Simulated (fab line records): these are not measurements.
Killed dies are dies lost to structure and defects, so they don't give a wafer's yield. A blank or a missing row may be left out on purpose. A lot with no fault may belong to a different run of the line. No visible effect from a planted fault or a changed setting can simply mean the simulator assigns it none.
Struck lot and sound lot, side by side -- flow sky130 -- 16 out of 708 route steps
Sound: the wafers L721.1, L721.4, L721.6. Struck: wafers L712.4, L712.5, L712.6. The cause is named last.
Each step with rows lists, per side, the tool, then ch with its chambers, then its first start. Under that, the readings that differ: sound wafers -- struck wafers -- difference of the means -- sigmas: that difference in standard deviations of wafers without a fault.
alike: words and numbers the same on both sides, and readings whose means are apart by under 2 such deviations; not compared: readings that were withheld, readings missing a value for some wafer, numbers with overlapping values and no deviation given by the record, and bounds like >300 which may hide the same value.
The two part at a step that has a row with sigmas, a row that says differs or no value, or rows on one side only. Numbers that don't overlap but have no deviation are shown without sigmas and don't part them. A reading that every wafer of one side lacks parts them only if that side has two wafers or more.

first, 5 steps without rows for these wafers: SKY_SONOS_TUNNEL_COAT_02 (resist thk 1140 nm); SKY_SONOS_TUNNEL_SOFTBAKE_03 (time 60 s); SKY_SONOS_TUNNEL_EXPOSE_04 (exposes mask TUNM, target cd 410 nm); SKY_SONOS_TUNNEL_PEB_05; SKY_SONOS_TUNNEL_DEVELOP_06 (develop time 60 s).
SKY_SONOS_TUNNEL_CD_MEAS_07: target cd 410 nm.
  sound on cd_sem-01 at day 16 12:38; struck on cd_sem-02 at day 13 16:47
  alike: cd_nm
SKY_SONOS_TUNNEL_OVL_MEAS_08:
  sound on overlay-02 at day 16 12:45; struck on overlay-02 at day 13 16:52
reading,sound,struck,difference,sigmas
SONOS_TUNNEL_OVL (nm),2.9 3.5 2.2,0.4 -0.4 -0.8,-3.1,-2
then, 3 steps without rows for these wafers: SKY_SONOS_TUNNEL_IMPLANT_09; SKY_SONOS_TUNNEL_WET_ETCH_10 (etches SiO2 in dHF, target depth 14 nm, time 280 s); SKY_SONOS_TUNNEL_STRIP_11 (strips in SPM, time 600 s).
SKY_SONOS_TUNNEL_TW_MEAS_12:
  sound on film_metro-03 at day 16 13:25; struck on film_metro-03 at day 13 17:19
  alike: SONOS_TUNNEL_TW
then, 1 step without rows for these wafers: SKY_SONOS_TUNNEL_CLEAN_13 (cleans in dHF, time 20 s).
SKY_SONOS_ONO_OXIDATION_00: stabilise 600 s, purge 300 s, target thk 2.6 nm.
  sound on furnace-01 ch 0, day 16 13:41; struck on furnace-02 ch 0, day 13 18:59
reading,sound,struck,difference,sigmas
spike_tc_bottom_C (C),820.5 821.1 822.1,850.1 850.2 850.1,+28.9,+10
spike_tc_centre_C (C),801.7 801.3 801.0,824.5 824.2 825.7,+23.5,+17
spike_tc_lower_C (C),800.0 801.7 801.2,825.3 824.2 824.4,+23.7,+24
spike_tc_top_C (C),813.0 811.9 812.8,837.8 837.7 838.4,+25.4,+21
spike_tc_upper_C (C),802.0 800.9 800.6,822.4 823.0 823.7,+21.9,+18
tube_center_temp_C (C),800.05 800.04 800.06,823.77 823.66 823.72,+23.67,+99 or more
tube_center_temp_C_max,802.2 802.3 802.3,825.6 825.7 826.9,+23.8,+77
model.SiO2_of_SONOS_ONO_OXIDATION_00.thk_nm (nm),2.546 2.587 2.588,3.631 3.62 3.608,+1.046,
  alike: ramp_down_c_per_min, ramp_up_c_per_min, zone_power_top_pct
SKY_SONOS_ONO_THK_MEAS_01:
  sound on film_metro-02 at day 16 15:02; struck on film_metro-04 at day 13 20:22
reading,sound,struck,difference,sigmas
SONOS_ONO_OXIDATION_THK (nm),2.59 2.60 2.56,3.68 3.60 3.59,+1.04,+21
then, 1 step without rows for these wafers: SKY_SONOS_ONO_CVD_02 (deposits Si3N4 from DCS/NH3, target thk 10.5 nm, time 180 s).
-- a jump in the record: the struck wafers' starts before and after are 34 days apart (it breaks off in module SONOS_ONO and resumes in module PAD_OPEN, where the first step shown is number 708 of the route) --
SKY_PAD_OPEN_PROBE_99:
  sound on prober-01 at day 49 10:58; struck on prober-02 at day 47 16:45
reading,sound,struck,difference,sigmas
killed_open,50 58 54,34 44 43,-14,-2
model.etest.sonos_erased.drive_ua_um,174.8 202.8 159.9,20.41 21.86 19.77,-158.49,
model.etest.sonos_uncharged.r_on_ohm_um,812.5 809.1 808.5,849.7 836.6 841.6,+32.6,
model.etest.sonos_erased.vt_v (V),-2.311 -2.275 -2.238,-0.3693 -0.4037 -0.3549,+1.8987,
model.etest.sonos_programmed.off_log10_a_um,-13.77 -14.06 -14.08,-12.36 -11.85 -12.05,+1.88,
model.etest.cap_ono.gate_log10_a_cm2,-7.765 -7.903 -7.829,-8.924 -9.195 -9.139,-1.254,
model.etest.cap_ono.gate_bv_v (V),15.83 16.36 16.39,17.39 17.22 17.24,+1.09,
model.etest.cap_ono.tox_acc_nm (nm),12.72 12.87 12.9,13.68 13.86 13.8,+0.95,
model.etest.sonos_programmed.vt_v (V),1.52 1.428 1.474,0.8448 0.78 0.822,-0.6584,
  alike: killed_at_M0_to_M3, killed_at_M4_up, killed_at_contacts, killed_at_front_end, killed_at_other, killed_dies, killed_short

== WHERE THEY PART ==
Last at SKY_PAD_OPEN_PROBE_99 as far as this record goes, first at SKY_SONOS_TUNNEL_OVL_MEAS_08.

WHY: whatever the simulator had introduced
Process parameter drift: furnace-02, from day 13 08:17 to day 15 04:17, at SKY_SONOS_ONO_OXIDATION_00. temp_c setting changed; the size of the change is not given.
